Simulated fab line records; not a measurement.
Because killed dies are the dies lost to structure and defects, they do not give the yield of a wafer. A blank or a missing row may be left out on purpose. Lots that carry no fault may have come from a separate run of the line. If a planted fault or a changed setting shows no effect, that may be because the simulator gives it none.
fab line records	flow sky130
[record] lots = 24	wafers = 72	last_day = 50
route steps=708 shown CONTACT@433 METAL2@498 VIA3@576 METAL4@629
lots that met no fault: taken from a fault-free run of the same line
start_h: the number of hours between the record's first day and the start of the first shown wafer of the lot	wait_h: how many hours have passed since the lot's step before this one	" the same as in the row above	L1.1+2: several wafers, shown together as one row	- no value present, or no start provided	* or withheld: withheld	< > ~ a bound
route shown NAME@n: NAME is a module with steps in the file, n the number in the route of the first one	usual: mean/standard deviation of fault-free wafers	same: alike in all rows	chamber/n: place in a boat	sites: readings site by site	_std_site: standard deviation of those values	_edge_site: mean of outer sites minus mean of inner sites	radius_mm: how far each site lies from the wafer's centre	mask NAME#n: copy n	behind: the most recent tool/chamber to have shaped the wafer	hold: cause of the lot's hold/its duration in hours/its outcome	device: which transistor (n, p or np) failed to switch	end of line: the tests these same wafers got at the end of their route	a step with no rows: only its recipe	killed: dies that structure and defects cost at the first sort, which is not the same as the wafer's yield	map: shows each die of a wafer: x if killed, . if not, _ if none is there
set.NAME: the setting that was run; set.NAME@STEP: the one run at that earlier step	model.NAME: the simulator's own value behind a step, which no gauge read
the route's steps for a sample of lots (tables are steps, rows are wafers)
services: a tool's chamber out of use, with start hour (start_h, from the record's first day; less than 0 if before it), hours out, and reason
[[steps]]
[step SKY_CONTACT_CMP_27]
[recipe] stop_on = SiO2	t_overpolish_s = 15	down_force_psi = 3.5	platen_rpm = 60	target_thk_nm = 0	pad_velocity_m_s = 0.94248
[usual] motor_current_A = 11.9/1.2	overpolish_run_s = 15.001/0.0092	time_to_endpoint_s = 81/3.3
lot.wafer	tool	chamber	start_h	wait_h	motor_current_A	overpolish_run_s	time_to_endpoint_s
L074.2	cmp-01	3	734.18	0.1	9.7	14.997	75
L074.1	"	0	"	"	12.7	14.992	84
L074.5	"	1	"	"	14.6	14.995	77
L075.2	cmp-02	2	738.65	0.1	12.1	15.023	82
L075.3	"	3	"	"	12.5	15.010	82
L075.6	"	2	"	"	12.0	15.005	87
L076.3	cmp-02	3	750.21	0.1	12.2	14.998	80
L076.6	"	2	"	"	11.8	14.990	82
L076.5	"	3	"	"	12.4	14.988	79
L077.3	cmp-02	0	766.39	0.0	10.9	14.998	84
L077.2	"	1	"	"	10.7	15.012	83
L077.5	"	0	"	"	10.9	14.996	81
L078.1	cmp-01	3	772.38	0.1	9.9	14.992	81
L078.4	"	2	"	"	11.6	15.019	77
L078.6	"	3	"	"	9.7	15.003	83
L079.4	cmp-01	2	779.36	0.1	11.6	14.991	80
L079.2	"	0	"	"	13.0	14.989	88
L079.6	"	1	"	"	14.9	14.988	80
L080.3	cmp-01	2	790.89	0.1	11.6	15.007	77
L080.4	"	3	"	"	9.5	14.989	83
L080.5	"	1	"	"	14.5	15.004	78
L081.3	cmp-01	2	796.10	0.1	11.1	15.006	77
L081.2	"	3	"	"	9.7	14.993	78
L081.1	"	0	"	"	12.9	15.006	88
L082.1	cmp-01	0	803.11	0.1	12.9	14.990	91
L082.3	"	2	"	"	11.2	14.986	81
L082.5	"	0	"	"	12.6	14.995	90
L083.4	cmp-01	2	807.13	0.0	11.9	15.008	79
L083.5	"	2	"	"	11.3	15.003	79
L083.6	"	3	"	"	9.6	14.995	81
L084.2	cmp-02	1	817.06	0.1	10.9	14.995	81
L084.5	"	0	"	"	11.3	14.996	82
L084.6	"	1	"	"	10.8	15.003	83
L086.1	cmp-01	0	829.05	0.1	13.3	15.002	83
L086.2	"	1	"	"	13.8	15.006	76
L086.5	"	2	"	"	11.8	14.999	78
L085.3	cmp-02	2	829.40	0.1	12.1	15.019	85
L085.4	"	3	"	"	12.8	15.005	78
L085.5	"	0	"	"	11.7	15.016	83
L087.2	cmp-01	0	835.00	0.0	11.9	14.997	87
L087.3	"	1	"	"	14.5	15.009	76
L087.5	"	0	"	"	13.2	14.992	83
L088.3	cmp-02	1	841.41	0.1	10.8	14.998	82
L088.5	"	3	"	"	12.2	14.996	84
L088.6	"	0	"	"	12.2	14.989	83
L089.1	cmp-02	0	851.65	0.1	11.5	14.991	81
L089.2	"	1	"	"	10.8	15.014	84
L089.4	"	2	"	"	12.7	14.993	85
L090.3	cmp-02	1	853.24	0.1	10.6	14.999	78
L090.2	"	3	"	"	12.8	15.002	82
L090.5	"	1	"	"	10.9	14.992	80
L091.4	cmp-02	1	869.30	0.2	10.4	15.002	83
L091.3	"	3	"	"	13.4	14.998	87
L091.6	"	2	"	"	12.1	15.008	89
L092.4	cmp-02	1	871.61	0.0	10.6	15.007	78
L092.2	"	2	"	"	12.3	15.007	85
L092.6	"	2	"	"	12.5	15.002	85
L093.3	cmp-02	0	882.60	0.1	11.2	15.003	79
L093.4	"	1	"	"	10.3	15.012	81
L093.2	"	2	"	"	12.0	14.996	80
L094.1	cmp-02	0	887.72	0.2	11.6	14.994	79
L094.3	"	1	"	"	10.6	14.994	77
L094.5	"	3	"	"	12.3	15.004	80
L095.3	cmp-02	3	893.90	0.0	11.9	14.999	83
L095.4	"	0	"	"	11.9	15.003	78
L095.5	"	0	"	"	12.1	14.994	82
L096.4	cmp-02	1	902.73	0.0	10.9	14.994	81
L096.2	"	2	"	"	11.9	14.994	82
L096.3	"	0	"	"	11.5	15.011	82
L097.4	cmp-02	3	907.61	0.0	12.2	14.998	77
L097.1	"	0	"	"	11.6	14.993	80
L097.3	"	2	"	"	11.7	14.991	80
[step SKY_METAL2_CD_MEAS_15]
[recipe] target_cd_nm = 140
[usual] cd_nm = 139.8/1.7
lot.wafer	tool	chamber	start_h	wait_h	cd_nm
L074.1	cd_sem-01	-	818.12	-	138.1
L074.2	"	-	"	"	139.3
L074.5	"	-	"	"	139.1
L075.2	cd_sem-01	-	822.70	-	137.5
L075.3	"	-	"	"	137.1
L075.6	"	-	"	"	138.2
L076.3	cd_sem-01	-	832.33	-	136.7
L076.5	"	-	"	"	138.3
L076.6	"	-	"	"	136.4
L077.2	cd_sem-02	-	848.64	-	137.6
L077.3	"	-	"	"	139.6
L077.5	"	-	"	"	137.7
L078.1	cd_sem-02	-	854.07	-	141.8
L078.4	"	-	"	"	141.3
L078.6	"	-	"	"	142.5
L079.2	cd_sem-01	-	861.85	-	140.1
L079.4	"	-	"	"	139.0
L079.6	"	-	"	"	139.4
L080.3	cd_sem-02	-	872.67	-	139.5
L080.4	"	-	"	"	139.7
L080.5	"	-	"	"	140.2
L081.1	cd_sem-02	-	878.02	-	141.5
L081.2	"	-	"	"	140.3
L081.3	"	-	"	"	141.0
L082.1	cd_sem-01	-	885.28	-	140.3
L082.3	"	-	"	"	139.1
L082.5	"	-	"	"	139.4
L083.4	cd_sem-01	-	887.93	-	140.9
L083.5	"	-	"	"	140.5
L083.6	"	-	"	"	141.5
L084.2	cd_sem-02	-	897.99	-	139.2
L084.5	"	-	"	"	138.8
L084.6	"	-	"	"	138.3
L086.1	cd_sem-02	-	910.62	-	142.8
L086.2	"	-	"	"	142.0
L086.5	"	-	"	"	142.3
L085.3	cd_sem-02	-	911.57	-	137.8
L085.4	"	-	"	"	139.2
L085.5	"	-	"	"	138.9
L087.2	cd_sem-01	-	915.14	-	140.3
L087.3	"	-	"	"	142.2
L087.5	"	-	"	"	141.5
L088.3	cd_sem-02	-	923.51	-	138.7
L088.5	"	-	"	"	138.1
L088.6	"	-	"	"	139.7
L089.1	cd_sem-01	-	930.32	-	140.3
L089.2	"	-	"	"	139.4
L089.4	"	-	"	"	139.8
L090.2	cd_sem-02	-	932.99	-	143.5
L090.3	"	-	"	"	141.0
L090.5	"	-	"	"	141.1
L091.3	cd_sem-02	-	948.07	-	138.2
L091.4	"	-	"	"	136.4
L091.6	"	-	"	"	137.3
L092.2	cd_sem-02	-	949.84	-	141.1
L092.4	"	-	"	"	140.3
L092.6	"	-	"	"	140.8
L093.2	cd_sem-02	-	961.19	-	140.5
L093.3	"	-	"	"	140.7
L093.4	"	-	"	"	138.9
L094.1	cd_sem-01	-	968.72	-	138.1
L094.3	"	-	"	"	139.2
L094.5	"	-	"	"	138.7
L095.3	cd_sem-02	-	969.71	-	137.7
L095.4	"	-	"	"	140.4
L095.5	"	-	"	"	139.4
L096.2	cd_sem-01	-	978.14	-	141.2
L096.3	"	-	"	"	140.0
L096.4	"	-	"	"	141.5
L097.1	cd_sem-02	-	983.48	-	141.3
L097.3	"	-	"	"	140.8
L097.4	"	-	"	"	139.8
[step SKY_VIA3_BOW_MEAS_03]
[recipe] mode = bow
[usual] VIA3_BOW = 80/7.9
lot.wafer	tool	chamber	start_h	wait_h	VIA3_BOW[um]
L074.1	film_metro-04	-	900.48	0.1	92
L074.2	"	-	"	"	75
L074.5	"	-	"	"	88
L075.2	film_metro-04	-	905.11	0.2	82
L075.3	"	-	"	"	82
L075.6	"	-	"	"	79
L076.3	film_metro-03	-	918.49	0.2	83
L076.5	"	-	"	"	85
L076.6	"	-	"	"	76
L077.2	film_metro-03	-	928.68	0.2	77
L077.3	"	-	"	"	86
L077.5	"	-	"	"	76
L078.1	film_metro-03	-	935.54	0.1	92
L078.4	"	-	"	"	95
L078.6	"	-	"	"	80
L079.2	film_metro-01	-	941.69	0.2	91
L079.4	"	-	"	"	75
L079.6	"	-	"	"	83
L080.3	film_metro-04	-	952.59	0.2	83
L080.4	"	-	"	"	73
L080.5	"	-	"	"	70
L081.1	film_metro-01	-	958.06	0.1	77
L081.2	"	-	"	"	90
L081.3	"	-	"	"	76
L082.1	film_metro-04	-	967.60	0.1	74
L082.3	"	-	"	"	73
L082.5	"	-	"	"	84
L083.4	film_metro-01	-	970.50	0.3	76
L083.5	"	-	"	"	78
L083.6	"	-	"	"	78
L084.2	film_metro-01	-	976.86	0.2	69
L084.5	"	-	"	"	79
L084.6	"	-	"	"	83
L086.1	film_metro-03	-	988.43	0.2	70
L086.2	"	-	"	"	78
L086.5	"	-	"	"	75
L085.3	film_metro-04	-	992.15	0.2	93
L085.4	"	-	"	"	101
L085.5	"	-	"	"	88
L087.2	film_metro-03	-	995.51	0.3	84
L087.3	"	-	"	"	68
L087.5	"	-	"	"	72
L088.3	film_metro-04	-	1000.82	0.2	89
L088.5	"	-	"	"	81
L088.6	"	-	"	"	95
L089.1	film_metro-04	-	1007.74	0.2	83
L089.2	"	-	"	"	75
L089.4	"	-	"	"	73
L090.2	film_metro-04	-	1009.22	0.3	72
L090.3	"	-	"	"	92
L090.5	"	-	"	"	85
L091.3	film_metro-04	-	1023.12	0.3	91
L091.4	"	-	"	"	84
L091.6	"	-	"	"	92
L092.2	film_metro-01	-	1026.01	0.3	78
L092.4	"	-	"	"	79
L092.6	"	-	"	"	68
L093.2	film_metro-03	-	1036.28	0.3	83
L093.3	"	-	"	"	80
L093.4	"	-	"	"	90
L094.1	film_metro-01	-	1042.83	0.2	68
L094.3	"	-	"	"	69
L094.5	"	-	"	"	78
L095.3	film_metro-04	-	1044.08	0.1	68
L095.4	"	-	"	"	73
L095.5	"	-	"	"	71
L096.2	film_metro-03	-	1052.60	0.2	76
L096.3	"	-	"	"	84
L096.4	"	-	"	"	75
L097.1	film_metro-01	-	1057.32	0.2	95
L097.3	"	-	"	"	74
L097.4	"	-	"	"	79
[step SKY_VIA3_ETCH_15]
[recipe] target = SiO2	chemistry = C4F8/O2/Ar	target_depth_nm = 507	stop_on = TiN	mask_material = KrF-thick	source_w = 1500	bias_w = 1200	pressure_mtorr = 40	c4f8_flow_sccm = withheld	O2_flow_sccm = 6	Ar_flow_sccm = 300	time_s = 78
[usual] oes_product_au = 0.957/0.0048
lot.wafer	tool	chamber	start_h	wait_h	oes_product_au	rf_hours_counter_h
L074.1	rie_diel-04	0	925.62	0.0	0.957	19
L074.2	"	2	"	"	0.954	25
L074.5	"	2	"	"	0.962	-
L075.2	rie_diel-03	0	928.52	0.0	0.952	15
L075.3	"	3	"	"	0.949	3
L075.6	"	0	"	"	0.955	-
L076.3	rie_diel-01	3	943.07	0.0	0.951	9
L076.5	"	3	"	"	0.957	-
L076.6	"	0	"	"	0.960	-
L077.2	rie_diel-03	2	953.02	0.0	0.958	22
L077.3	"	3	"	"	0.960	4
L077.5	"	3	"	"	0.958	-
L078.1	rie_diel-03	1	960.02	0.0	0.960	14
L078.4	"	2	"	"	0.954	22
L078.6	"	3	"	"	0.962	-
L079.2	rie_diel-01	3	966.32	0.0	0.959	9
L079.4	"	0	"	"	0.955	15
L079.6	"	1	"	"	0.956	-
L080.3	rie_diel-03	1	977.62	0.0	0.949	14
L080.4	"	0	"	"	0.956	16
L080.5	"	1	"	"	0.956	-
L081.1	rie_diel-01	1	982.27	0.0	0.955	18
L081.2	"	3	"	"	0.962	10
L081.3	"	2	"	"	0.955	9
L082.1	rie_diel-04	3	991.27	0.0	0.961	27
L082.3	"	0	"	"	0.952	21
L082.5	"	2	"	"	0.961	-
L083.4	rie_diel-03	2	994.57	0.0	0.958	23
L083.5	"	1	"	"	0.964	-
L083.6	"	2	"	"	0.955	-
L084.2	rie_diel-04	3	1000.32	0.0	0.955	27
L084.5	"	3	"	"	0.955	-
L084.6	"	2	"	"	0.959	-
L086.1	rie_diel-01	2	1011.88	0.0	0.948	10
L086.2	"	1	"	"	0.953	19
L086.5	"	2	"	"	0.949	-
L085.3	rie_diel-03	3	1015.78	0.0	0.957	6
L085.4	"	1	"	"	0.959	15
L085.5	"	3	"	"	0.963	-
L087.2	rie_diel-03	2	1019.02	0.0	0.970	23
L087.3	"	1	"	"	0.957	15
L087.5	"	2	"	"	0.954	-
L088.3	rie_diel-04	1	1023.77	0.0	0.950	19
L088.5	"	2	"	"	0.957	-
L088.6	"	0	"	"	0.945	-
L089.1	rie_diel-01	0	1030.62	0.0	0.958	17
L089.2	"	2	"	"	0.962	10
L089.4	"	1	"	"	0.960	19
L090.2	rie_diel-03	1	1032.12	0.0	0.958	16
L090.3	"	3	"	"	0.954	6
L090.5	"	3	"	"	0.960	-
L091.3	rie_diel-03	3	1045.67	0.0	0.961	7
L091.4	"	0	"	"	0.960	-
L091.6	"	3	"	"	0.956	-
L092.2	rie_diel-04	3	1049.03	0.0	0.952	1
L092.4	"	0	"	"	0.955	-
L092.6	"	1	"	"	0.952	-
L093.2	rie_diel-04	3	1058.02	0.0	0.952	1
L093.3	"	1	"	"	0.963	20
L093.4	"	0	"	"	0.951	-
L094.1	rie_diel-03	1	1064.67	0.0	0.944	17
L094.3	"	3	"	"	0.959	7
L094.5	"	2	"	"	0.957	-
L095.3	rie_diel-01	1	1066.07	0.0	0.955	21
L095.4	"	0	"	"	0.956	18
L095.5	"	3	"	"	0.969	-
L096.2	rie_diel-01	1	1074.27	0.0	0.961	21
L096.3	"	3	"	"	0.956	13
L096.4	"	2	"	"	0.966	12
L097.1	rie_diel-03	2	1079.33	0.0	0.965	25
L097.3	"	0	"	"	0.963	20
L097.4	"	1	"	"	0.955	17
[step SKY_METAL4_CD_MEAS_13]
[recipe] target_cd_nm = 300
[usual] cd_nm = 300.2/1.6
lot.wafer	tool	chamber	start_h	wait_h	cd_nm
L074.1	cd_sem-02	-	977.07	-	301.4
L074.2	"	-	"	"	300.1
L074.5	"	-	"	"	300.7
L075.2	cd_sem-01	-	979.20	-	300.7
L075.3	"	-	"	"	300.6
L075.6	"	-	"	"	300.4
L076.3	cd_sem-01	-	993.22	-	301.8
L076.5	"	-	"	"	300.9
L076.6	"	-	"	"	302.7
L077.2	cd_sem-01	-	1003.05	-	300.9
L077.3	"	-	"	"	301.5
L077.5	"	-	"	"	300.2
L078.1	cd_sem-02	-	1008.83	-	300.8
L078.4	"	-	"	"	300.4
L078.6	"	-	"	"	301.5
L079.2	cd_sem-01	-	1014.89	-	299.5
L079.4	"	-	"	"	298.5
L079.6	"	-	"	"	298.2
L080.3	cd_sem-02	-	1027.16	-	299.6
L080.4	"	-	"	"	298.8
L080.5	"	-	"	"	302.0
L081.1	cd_sem-02	-	1030.48	-	299.2
L081.2	"	-	"	"	299.0
L081.3	"	-	"	"	299.4
L082.1	cd_sem-02	-	1038.78	-	301.3
L082.3	"	-	"	"	299.8
L082.5	"	-	"	"	300.2
L083.4	cd_sem-02	-	1041.94	-	297.9
L083.5	"	-	"	"	298.2
L083.6	"	-	"	"	297.9
L084.2	cd_sem-02	-	1047.74	-	302.4
L084.5	"	-	"	"	302.9
L084.6	"	-	"	"	302.8
L086.1	cd_sem-01	-	1058.68	-	300.3
L086.2	"	-	"	"	300.0
L086.5	"	-	"	"	299.7
L085.3	cd_sem-02	-	1061.56	-	298.2
L085.4	"	-	"	"	298.6
L085.5	"	-	"	"	299.9
L087.2	cd_sem-01	-	1065.50	-	295.6
L087.3	"	-	"	"	295.4
L087.5	"	-	"	"	296.4
L088.3	cd_sem-02	-	1069.92	-	298.9
L088.5	"	-	"	"	300.2
L088.6	"	-	"	"	298.6
L089.1	cd_sem-02	-	1077.18	-	302.0
L089.2	"	-	"	"	302.1
L089.4	"	-	"	"	301.3
L090.2	cd_sem-01	-	1077.79	-	302.2
L090.3	"	-	"	"	300.8
L090.5	"	-	"	"	302.9
L091.3	cd_sem-02	-	1090.41	-	301.8
L091.4	"	-	"	"	300.9
L091.6	"	-	"	"	301.2
L092.2	cd_sem-01	-	1093.70	-	299.8
L092.4	"	-	"	"	298.2
L092.6	"	-	"	"	299.6
L093.2	cd_sem-01	-	1101.15	-	300.7
L093.3	"	-	"	"	301.3
L093.4	"	-	"	"	300.5
L094.1	cd_sem-02	-	1107.88	-	299.9
L094.3	"	-	"	"	300.8
L094.5	"	-	"	"	301.2
L095.3	cd_sem-01	-	1109.22	-	302.4
L095.4	"	-	"	"	301.6
L095.5	"	-	"	"	302.6
L096.2	cd_sem-02	-	1117.15	-	298.3
L096.3	"	-	"	"	299.8
L096.4	"	-	"	"	300.8
L097.1	cd_sem-02	-	1121.27	-	299.9
L097.3	"	-	"	"	298.6
L097.4	"	-	"	"	298.9
[step SKY_METAL4_OVL_MEAS_14]
[usual] METAL4_OVL = 4/4.9
lot.wafer	tool	chamber	start_h	wait_h	METAL4_OVL[nm]
L074.1	overlay-01	-	977.19	0.1	4
L074.2	"	-	"	"	8
L074.5	"	-	"	"	4
L075.2	overlay-01	-	979.31	0.1	3
L075.3	"	-	"	"	8
L075.6	"	-	"	"	8
L076.3	overlay-01	-	993.32	0.1	7
L076.5	"	-	"	"	8
L076.6	"	-	"	"	9
L077.2	overlay-02	-	1003.16	0.1	-5
L077.3	"	-	"	"	-1
L077.5	"	-	"	"	-7
L078.1	overlay-01	-	1008.95	0.1	13
L078.4	"	-	"	"	10
L078.6	"	-	"	"	11
L079.2	overlay-02	-	1014.99	0.1	3
L079.4	"	-	"	"	5
L079.6	"	-	"	"	5
L080.3	overlay-01	-	1027.25	0.1	2
L080.4	"	-	"	"	7
L080.5	"	-	"	"	-1
L081.1	overlay-02	-	1030.60	0.1	3
L081.2	"	-	"	"	6
L081.3	"	-	"	"	5
L082.1	overlay-01	-	1038.90	0.1	0
L082.3	"	-	"	"	-2
L082.5	"	-	"	"	0
L083.4	overlay-02	-	1042.02	0.1	2
L083.5	"	-	"	"	-3
L083.6	"	-	"	"	0
L084.2	overlay-02	-	1047.84	0.1	11
L084.5	"	-	"	"	2
L084.6	"	-	"	"	10
L086.1	overlay-01	-	1058.80	0.1	4
L086.2	"	-	"	"	5
L086.5	"	-	"	"	-1
L085.3	overlay-01	-	1061.65	0.1	0
L085.4	"	-	"	"	2
L085.5	"	-	"	"	1
L087.2	overlay-02	-	1065.61	0.1	5
L087.3	"	-	"	"	4
L087.5	"	-	"	"	3
L088.3	overlay-02	-	1070.02	0.1	7
L088.5	"	-	"	"	10
L088.6	"	-	"	"	11
L089.1	overlay-02	-	1077.30	0.1	7
L089.2	"	-	"	"	3
L089.4	"	-	"	"	3
L090.2	overlay-01	-	1077.89	0.1	5
L090.3	"	-	"	"	4
L090.5	"	-	"	"	8
L091.3	overlay-02	-	1090.50	0.1	-1
L091.4	"	-	"	"	-1
L091.6	"	-	"	"	2
L092.2	overlay-01	-	1093.81	0.1	1
L092.4	"	-	"	"	5
L092.6	"	-	"	"	2
L093.2	overlay-01	-	1101.26	0.1	10
L093.3	"	-	"	"	7
L093.4	"	-	"	"	8
L094.1	overlay-01	-	1108.00	0.1	7
L094.3	"	-	"	"	4
L094.5	"	-	"	"	3
L095.3	overlay-01	-	1109.31	0.1	-5
L095.4	"	-	"	"	-2
L095.5	"	-	"	"	-4
L096.2	overlay-01	-	1117.25	0.1	9
L096.3	"	-	"	"	8
L096.4	"	-	"	"	9
L097.1	overlay-02	-	1121.39	0.1	0
L097.3	"	-	"	"	-4
L097.4	"	-	"	"	1
[[services]]
tool	chamber	start_h	hours	kind
rie_diel-03	-	721.69	0.6	repair
cmp-02	-	723.05	1.1	repair
rie_diel-03	0	726.91	3.0	repair
rie_diel-03	-	742.48	1.0	repair
cmp-01	-	744.00	4.0	pm
rie_diel-03	2	747.74	5.2	repair
cmp-02	-	772.76	2.6	repair
cmp-02	-	790.96	1.3	repair
cmp-01	-	821.45	1.4	repair
cmp-02	-	821.46	0.3	repair
cmp-01	-	848.78	74.2	repair
cmp-02	-	856.18	1.4	repair
cmp-01	-	899.61	26.6	repair
cmp-02	-	912.05	4.0	pm
cmp-01	-	926.22	4.9	pm
cmp-01	-	937.13	0.5	repair
cmp-02	-	982.08	6.8	pm
rie_diel-03	-	990.23	2.8	pm
cmp-02	-	1009.49	6.2	repair
cmp-02	-	1036.50	1.0	repair
rie_diel-03	2	1040.86	5.2	repair
rie_diel-03	3	1051.30	8.4	repair
cmp-02	-	1059.61	4.7	pm
rie_diel-03	0	1076.78	1.5	repair
[[key]]
fault none
